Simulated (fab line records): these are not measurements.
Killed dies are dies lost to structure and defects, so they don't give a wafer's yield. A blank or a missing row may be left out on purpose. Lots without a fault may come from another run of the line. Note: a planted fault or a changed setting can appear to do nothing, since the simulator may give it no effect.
A lot that was struck, set against a sound lot | flow sky130 | 21 steps out of a route of 708
Sound: the wafers L969.2, L969.4, L969.5. Struck: wafers L982.1, L982.5 (left out: L982.2, a lot-mate that was not struck); the cause follows at the end.
Order at every step that has rows: each side's tool, ch and its chambers, its first start. Under that, the readings that differ: sound wafers | struck wafers | difference of the means | sigmas: that difference in standard deviations of wafers without a fault.
alike: words and numbers the same on both sides, and readings whose means are apart by under 2 such deviations; not compared: readings that were withheld, readings missing a value for some wafer, numbers with overlapping values and no deviation given by the record, and bounds like >300 which may hide the same value.
Wherever a step has rows on one side only, a row that says differs or no value, or a row with sigmas, the two part there. Numbers that have no deviation but don't overlap get no sigmas and don't part them. A reading that every wafer of one side lacks parts them only if that side has two wafers or more.

SKY_METAL3_SPUTTER_00: material Ti, target thk 15 nm, time 10 s.
  sound on pvd sputter-02, day 38 18:59; struck on pvd sputter-04, day 42 00:43
  alike: chamber pressure pa, throttle valve pct
SKY_METAL3_SPUTTER_01: material TiN, target thk 20 nm, time 16.7 s.
  sound on pvd sputter-02, day 38 19:01; struck on pvd sputter-04, day 42 00:44
  alike: chamber pressure pa, throttle valve pct
SKY_METAL3_SPUTTER_02: material AlCu, target thk 735 nm, time 39.1 s.
  sound on pvd sputter-02, day 38 19:02; struck on pvd sputter-04, day 42 00:46
  alike: chamber pressure pa, throttle valve pct
then, 2 steps without rows for these wafers: SKY_METAL3_SPUTTER_03 (material Ti, target thk 5 nm, time 3.3 s); SKY_METAL3_SPUTTER_04 (material TiN, target thk 70 nm, time 58.3 s).
SKY_CAPM_CVD_00: deposits SiO2, target thk 15.5 nm.
  sound on pecvd-04 ch 1,2, day 38 19:09; struck on pecvd-03 ch 0,1, day 42 00:52
  alike: heater power w, rf fwd power W
SKY_CAPM_THK_MEAS_01:
  sound on film metro-02, day 38 19:11; struck on film metro-02, day 42 00:53
  alike: CAPM_CVD_00_THK
SKY_CAPM_SPUTTER_02: material TiN, target thk 200 nm, time 166.7 s.
  sound on pvd sputter-01, day 38 19:14; struck on pvd sputter-01, day 42 00:57
  alike: chamber pressure pa, throttle valve pct
SKY_CAPM_RS_MEAS_03: the measuring method here is four-point-probe.
  sound on film metro-03, day 38 19:22; struck on film metro-04, day 42 01:04
  alike: CAPM_TIN_RS
SKY_CAPM_THK_MEAS_04: measures by xrf.
  sound on film metro-03, day 38 19:28; struck on film metro-04, day 42 01:11
  alike: CAPM_TIN_THK
then, 2 steps without rows for these wafers: SKY_CAPM_DEHYDRATE_05 (time 60 s); SKY_CAPM_HMDS_06 (prime time 60 s).
SKY_CAPM_COAT_07: resist thk 1140 nm.
  sound on litho track-01 ch 0, day 39 08:13; struck on litho track-01 ch 0, day 42 12:56
  reading                                   | sound          | struck    | difference | sigmas
  model.NOVOLAK_of_CAPM_COAT_07.thk nm (nm) | 1139 1137 1138 | 1014 1015 | -124       |
then, 4 steps without rows for these wafers: SKY_CAPM_SOFTBAKE_08 (time 60 s); SKY_CAPM_EXPOSE_09 (exposes mask CAPM, target cd 1000 nm); SKY_CAPM_PEB_10; SKY_CAPM_DEVELOP_11 (develop time 60 s).
SKY_CAPM_OVL_MEAS_12:
  sound on overlay-02, day 39 19:50; struck on overlay-01, day 43 00:01
  alike: CAPM_OVL
SKY_CAPM_METAL_ETCH_13: etches TiN in Cl2/BCl3, stops on SiO2, target depth 220 nm, time 62.9 s.
  sound on rie metal-04 ch 1, day 39 19:52; struck on rie metal-01 ch 1, day 43 00:04
  reading                                   | sound             | struck      | difference | sigmas
  model.NOVOLAK_of_CAPM_COAT_07.thk nm (nm) | 990.3 989.1 988.7 | 867.3 867.5 | -122.0     |
  model.CAPM.cd nm (nm)                     | 998.8 1002 997.9  | 986.9 987.5 | -12.4      |
  alike: bcl3 flow sccm, chamber pressure mTorr, drypump motor current A, oes product au, rf fwd power W, throttle valve pct
  not compared: rf hours counter h
SKY_CAPM_STRIP_14: strips in O2/N2.
  sound on plasma asher-04 ch 0,1, day 39 19:56; struck on plasma asher-03 ch 0, day 43 00:08
  reading                      | sound             | struck      | difference | sigmas
  oes product au (a.u.)        | 0.708 0.708 0.702 | 0.693 0.698 | -0.010     | -2
  strip time to endpoint s (s) | 12.62 12.61 12.60 | 11.19 11.20 | -1.41      | -34
  alike: chamber pressure mTorr, drypump motor current A
  not compared: rf hours counter h
then, 1 step without rows for these wafers: SKY_CAPM_STRIP_15 (strips in post etch residue remover, time 1200 s).

## WHERE THEY PART
Within this record, at SKY_CAPM_STRIP_14 only.

WHY: the cause the simulator had injected
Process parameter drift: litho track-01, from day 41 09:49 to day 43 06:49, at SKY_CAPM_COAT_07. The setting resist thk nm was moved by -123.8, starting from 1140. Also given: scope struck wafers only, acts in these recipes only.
